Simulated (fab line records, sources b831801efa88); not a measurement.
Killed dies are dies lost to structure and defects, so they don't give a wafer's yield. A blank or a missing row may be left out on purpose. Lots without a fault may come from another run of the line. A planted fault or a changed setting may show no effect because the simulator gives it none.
Which tool did it? | flow gf180mcu | 6 lots, 18 wafers sampled, at 1 step of a route of 602

WHAT THE GAUGES READ, wafer by wafer
GF_V3_CD_MEAS_14: target cd 260 nm.
lot  | measured     | on        | cd_nm (nm)
L857 | day 23 03:04 | cd_sem-01 | 257.5 257.9 258.0
L861 | day 24 12:50 | cd_sem-02 | 258.7 258.0 257.9
L867 | day 26 11:56 | cd_sem-02 | 261.1 259.8 260.4
L868 | day 26 21:47 | cd_sem-01 | 260.9 259.2 260.4
L876 | day 29 05:32 | cd_sem-01 | 260.9 260.8 260.6
L878 | day 29 17:33 | cd_sem-02 | 258.6 260.0 259.3

WHICH TOOL RAN EACH LOT (tool, then ch and the chambers of the sampled wafers, then the start)
The record holds no process step before these readings.

THE ANSWER, worked out from the rows above alone
Rule: what is usual is taken from the lots themselves. Put in order of their means at a reading, lots are off if they are a third of the lots or fewer, leave a main group of 4 or more, and stand apart from it by a gap of 3 or more times the standard deviation of the main group's means; of several such gaps the widest counts. A main group whose means are all the same, to the digits that the tables above print for the reading, isn't used. A lot without any number at a reading at which 4 lots or more have one is off too. The other lots that the step has rows for count as sound.
No lot is off at any reading shown: from this, nothing can be told.

WHAT THE SIMULATOR HAD PUT IN
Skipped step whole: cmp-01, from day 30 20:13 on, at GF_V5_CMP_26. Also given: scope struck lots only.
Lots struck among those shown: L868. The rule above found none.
